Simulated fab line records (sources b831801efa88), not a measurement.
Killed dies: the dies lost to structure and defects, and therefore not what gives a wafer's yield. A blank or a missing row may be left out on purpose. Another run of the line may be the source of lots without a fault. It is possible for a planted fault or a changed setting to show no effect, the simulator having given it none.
Which tool was responsible?    flow sky130    72 wafers from 24 lots sampled at 5 of the route's 708 steps

WHAT THE GAUGES SHOWED, per wafer
SKY_VIA2_BOW_MEAS_03. Usual: VIA2_BOW gives 87 um (standard deviation 7.2).
lot   measured      on            VIA2_BOW (um)  flag
L074  day 35 09:37  filmMetro-04  83 89 98       
L075  day 35 19:52  filmMetro-01  85 94 87       
L076  day 35 23:42  filmMetro-04  85 90 90       
L077  day 36 11:01  filmMetro-04  87 90 90       
L078  day 36 17:54  filmMetro-02  78 84 88       
L079  day 36 20:40  filmMetro-01  83 91 85       
L080  day 37 05:32  filmMetro-04  86 74 80       
L081  day 37 14:05  filmMetro-02  82 86 91       
L082  day 38 02:11  filmMetro-01  84 74 82       
L083  day 38 08:10  filmMetro-02  82 84 72       
L084  day 38 13:57  filmMetro-01  95 90 88       
L085  day 38 20:16  filmMetro-02  80 83 80       
L086  day 39 03:25  filmMetro-01  89 89 72       
L087  day 39 10:33  filmMetro-01  94 99 97       
L088  day 39 17:50  filmMetro-01  98 81 89       
L089  day 40 02:11  filmMetro-02  92 90 91       
L090  day 40 06:55  filmMetro-01  76 80 74       
L091  day 40 17:06  filmMetro-04  78 84 83       
L092  day 40 21:26  filmMetro-01  101 89 93      
L093  day 41 02:16  filmMetro-04  74 108 83      
L094  day 41 11:05  filmMetro-02  94 78 88       
L095  day 41 16:21  filmMetro-04  99 89 92       
L096  day 41 21:17  filmMetro-01  85 83 99       
L097  day 42 11:43  filmMetro-02  105 99 89      

SKY_CAPM_THK_MEAS_01. Usual: CAPM_CVD_00_THK gives 15.42 nm (standard deviation 0.27).
lot   measured      on            CAPM_CVD_00_THK (nm)  flag
L074  day 36 13:40  filmMetro-01  15.64 15.48 15.76     
L075  day 36 23:49  filmMetro-02  15.26 15.63 15.08     
L076  day 37 03:31  filmMetro-02  15.39 15.50 15.23     
L077  day 37 14:53  filmMetro-01  15.36 15.00 15.48     
L078  day 37 21:25  filmMetro-02  15.05 15.45 16.11     
L079  day 38 00:38  filmMetro-02  15.57 15.39 15.43     
L080  day 38 09:41  filmMetro-01  15.64 15.69 15.63     
L081  day 38 17:10  filmMetro-03  15.59 15.36 15.66     
L082  day 39 05:14  filmMetro-01  15.32 15.44 15.92     
L083  day 39 11:36  filmMetro-03  15.61 15.52 15.88     
L084  day 39 16:15  filmMetro-01  15.05 15.17 14.95     
L085  day 39 22:34  filmMetro-02  15.62 15.54 15.25     
L086  day 40 05:17  filmMetro-01  15.37 15.07 15.38     
L087  day 40 13:04  filmMetro-01  15.22 15.71 15.64     
L088  day 40 19:45  filmMetro-02  15.45 15.65 15.60     
L089  day 41 03:58  filmMetro-02  15.95 16.16 15.87     
L090  day 41 09:01  filmMetro-01  15.61 15.44 15.65     
L091  day 41 18:52  filmMetro-01  15.53 15.83 15.48     
L092  day 41 22:48  filmMetro-02  15.29 15.54 15.48     
L093  day 42 04:35  filmMetro-02  15.03 15.39 15.53     
L094  day 42 12:35  filmMetro-01  15.22 15.30 15.81     
L095  day 42 18:26  filmMetro-03  14.71 14.92 15.01     
L096  day 42 23:02  filmMetro-02  15.24 15.28 15.30     
L097  day 43 13:23  filmMetro-02  15.56 15.48 15.40     

WHAT TOOL EACH LOT RAN ON (gives the tool, then ch and the chambers of the sampled wafers, and finally the start)
lot   SKY_METAL1_DESCUM_17              SKY_METAL2_METAL_ETCH_19          SKY_METAL3_SPUTTER_03
L074  rieMetal-02 ch 0, day 32 23:38    rieMetal-04 ch 0,1, day 35 08:25  pvdSputter-04, day 36 13:35
L075  rieMetal-01 ch 0,1, day 33 10:11  rieMetal-02 ch 0,1, day 35 18:40  pvdSputter-01, day 36 23:42
L076  rieMetal-03 ch 0,1, day 33 14:40  rieMetal-01 ch 0,1, day 35 22:32  pvdSputter-04, day 37 03:26
L077  rieMetal-02 ch 0,1, day 34 00:56  rieMetal-04 ch 0,1, day 36 09:47  pvdSputter-01, day 37 14:44
L078  rieMetal-01 ch 0,1, day 34 08:46  rieMetal-04 ch 0,1, day 36 16:44  pvdSputter-04, day 37 21:20
L079  rieMetal-01 ch 0,1, day 34 11:46  rieMetal-01 ch 0,1, day 36 19:28  pvdSputter-04, day 38 00:32
L080  rieMetal-02 ch 0,1, day 34 21:05  rieMetal-01 ch 0,1, day 37 04:20  pvdSputter-04, day 38 09:35
L081  rieMetal-03 ch 1, day 35 05:05    rieMetal-02 ch 0,1, day 37 12:56  pvdSputter-01, day 38 17:05
L082  rieMetal-03 ch 0,1, day 35 17:19  rieMetal-04 ch 0,1, day 38 01:01  pvdSputter-04, day 39 05:07
L083  rieMetal-02 ch 0,1, day 35 23:08  rieMetal-01 ch 0,1, day 38 06:59  pvdSputter-04, day 39 11:30
L084  rieMetal-02 ch 0,1, day 36 03:50  rieMetal-01 ch 0,1, day 38 12:21  pvdSputter-03, day 39 16:09
L085  rieMetal-03 ch 0,1, day 36 12:10  rieMetal-01 ch 0,1, day 38 19:04  pvdSputter-03, day 39 22:28
L086  rieMetal-02 ch 0,1, day 36 19:01  rieMetal-01 ch 0,1, day 39 02:04  pvdSputter-01, day 40 05:12
L087  rieMetal-03 ch 0,1, day 37 02:55  rieMetal-04 ch 0,1, day 39 09:17  pvdSputter-01, day 40 12:58
L088  rieMetal-03 ch 0,1, day 37 10:12  rieMetal-04 ch 0,1, day 39 16:40  pvdSputter-03, day 40 19:39
L089  rieMetal-01 ch 0,1, day 37 18:38  rieMetal-04 ch 0,1, day 40 00:58  pvdSputter-01, day 41 03:51
L090  rieMetal-01 ch 1, day 38 00:02    rieMetal-04 ch 0,1, day 40 05:44  pvdSputter-04, day 41 08:55
L091  rieMetal-03 ch 0,1, day 38 10:15  rieMetal-02 ch 0,1, day 40 15:52  pvdSputter-04, day 41 18:44
L092  rieMetal-03 ch 0,1, day 38 16:08  rieMetal-01 ch 1, day 40 20:13    pvdSputter-04, day 41 22:42
L093  rieMetal-03 ch 0,1, day 38 20:47  rieMetal-02 ch 0,1, day 41 01:05  pvdSputter-03, day 42 04:29
L094  rieMetal-02 ch 0,1, day 39 05:14  rieMetal-04 ch 0, day 41 09:49    pvdSputter-03, day 42 12:29
L095  rieMetal-01 ch 0,1, day 39 10:05  rieMetal-01 ch 0,1, day 41 15:11  pvdSputter-01, day 42 18:20
L096  rieMetal-03 ch 0,1, day 39 16:41  rieMetal-01 ch 0,1, day 41 20:07  pvdSputter-04, day 42 22:55
L097  rieMetal-02 ch 0,1, day 40 07:25  rieMetal-02 ch 0,1, day 42 10:32  pvdSputter-03, day 43 13:17
- SKY_METAL1_DESCUM_17: chemistry O2, time 8 s.
- SKY_METAL2_METAL_ETCH_19: etches the open film in Cl2/BCl3, stops on SiO2, target depth 360 nm, time 78 s.
- SKY_METAL3_SPUTTER_03: material Ti, target thk 5 nm, time 3.3 s.

AS READ BY THE TOOLS THEMSELVES (means over the sampled wafers that have a number; for cases with no such wafer, the mark the record gives instead)
SKY_METAL1_DESCUM_17. Usual: drypumpMotorCurrentA 5.5 A, standard deviation 0.32; oesProductAu 1.003 a.u., standard deviation 0.017; tempC 39.98 C, standard deviation 0.12.
lot   tool         drypumpMotorCurrentA (A)  oesProductAu (a.u.)  tempC (C)  flag
L074  rieMetal-02  5.9                       1.028                39.76      
L075  rieMetal-01  5.6                       0.993                39.93      
L076  rieMetal-03  5.3                       1.013                39.95      
L077  rieMetal-02  5.5                       1.008                39.85      
L078  rieMetal-01  5.3                       1.006                40.18      
L079  rieMetal-01  5.6                       0.998                39.99      
L080  rieMetal-02  5.8                       1.012                40.04      
L081  rieMetal-03  5.2                       1.013                40.14      
L082  rieMetal-03  5.3                       1.002                39.93      
L083  rieMetal-02  5.5                       1.006                39.97      
L084  rieMetal-02  5.5                       1.009                39.97      
L085  rieMetal-03  5.5                       0.990                39.96      
L086  rieMetal-02  5.8                       1.018                39.89      
L087  rieMetal-03  5.3                       1.001                40.02      
L088  rieMetal-03  5.5                       0.981                39.90      
L089  rieMetal-01  5.6                       0.989                40.02      
L090  rieMetal-01  5.1                       1.010                39.98      
L091  rieMetal-03  5.3                       1.006                39.90      
L092  rieMetal-03  5.4                       0.987                39.95      
L093  rieMetal-03  5.3                       1.006                39.91      
L094  rieMetal-02  5.8                       1.004                40.06      
L095  rieMetal-01  5.3                       1.003                39.93      
L096  rieMetal-03  5.5                       0.990                39.87      
L097  rieMetal-02  5.5                       1.017                39.94      

SKY_METAL2_METAL_ETCH_19. Usual: drypumpMotorCurrentA 5.4 A, standard deviation 0.37; mfcCl2Sccm 60.02 sccm, standard deviation 0.2; oesProductAu 0.850 a.u., standard deviation 0.0077; throttleValvePct 22.264 %, standard deviation 0.0095.
lot   tool         drypumpMotorCurrentA (A)  mfcCl2Sccm (sccm)  oesProductAu (a.u.)  throttleValvePct (%)  flag
L074  rieMetal-04  5.2                       60.11              0.847                22.263                
L075  rieMetal-02  5.5                       59.94              0.845                22.267                
L076  rieMetal-01  5.6                       60.15              0.860                22.270                
L077  rieMetal-04  5.2                       59.90              0.848                22.253                
L078  rieMetal-04  5.4                       59.97              0.860                22.270                
L079  rieMetal-01  5.3                       60.05              0.850                22.274                
L080  rieMetal-01  5.6                       59.98              0.848                22.262                
L081  rieMetal-02  5.5                       59.95              0.854                22.273                
L082  rieMetal-04  5.4                       60.01              0.849                22.267                
L083  rieMetal-01  5.6                       60.11              0.847                22.268                
L084  rieMetal-01  5.3                       60.00              0.851                22.265                
L085  rieMetal-01  5.6                       60.20              0.854                22.262                
L086  rieMetal-01  5.3                       60.29              0.849                22.268                
L087  rieMetal-04  5.4                       59.97              0.857                22.270                
L088  rieMetal-04  5.2                       59.85              0.854                22.266                
L089  rieMetal-04  5.2                       60.13              0.850                22.260                
L090  rieMetal-04  5.2                       60.09              0.846                22.266                
L091  rieMetal-02  5.5                       59.99              0.843                22.258                
L092  rieMetal-01  5.1                       60.00              0.843                22.254                
L093  rieMetal-02  5.7                       60.14              0.849                22.260                
L094  rieMetal-04  5.0                       59.96              0.846                22.260                
L095  rieMetal-01  5.6                       59.82              0.845                22.264                
L096  rieMetal-01  5.6                       59.99              0.856                22.270                
L097  rieMetal-02  5.7                       60.24              0.846                22.256                

SKY_METAL3_SPUTTER_03. Usual: 30.2 % for throttleValvePct, sd 0.76.
lot   tool           throttleValvePct (%)  flag
L074  pvdSputter-04  30.3                  
L075  pvdSputter-01  29.3                  
L076  pvdSputter-04  30.0                  
L077  pvdSputter-01  30.2                  
L078  pvdSputter-04  30.4                  
L079  pvdSputter-04  30.0                  
L080  pvdSputter-04  29.7                  
L081  pvdSputter-01  30.1                  
L082  pvdSputter-04  29.7                  
L083  pvdSputter-04  30.2                  
L084  pvdSputter-03  29.8                  
L085  pvdSputter-03  29.8                  
L086  pvdSputter-01  29.9                  
L087  pvdSputter-01  29.8                  
L088  pvdSputter-03  30.4                  
L089  pvdSputter-01  29.8                  
L090  pvdSputter-04  30.8                  
L091  pvdSputter-04  29.7                  
L092  pvdSputter-04  30.4                  
L093  pvdSputter-03  30.4                  
L094  pvdSputter-03  29.7                  
L095  pvdSputter-01  30.3                  
L096  pvdSputter-04  29.9                  
L097  pvdSputter-03  30.6                  

THE ANSWER, worked out from the rows above alone
Rule: take the mean of a lot's wafers that have a number; if it is more than 3 standard deviations from the usual mean, the lot is off. Also off: a lot with no number at a reading for which 4 or more lots have one. The other lots that the step has rows for count as sound. First the gauges in route order, then the tools' own readings, where a lot's mean is used as printed above. At the first step where some lot is off, the reading lying furthest off is the one used; lots without a number count as furthest.
Nothing can be told from this: no lot is off at any reading shown.

WHAT HAD BEEN PUT IN BY THE SIMULATOR
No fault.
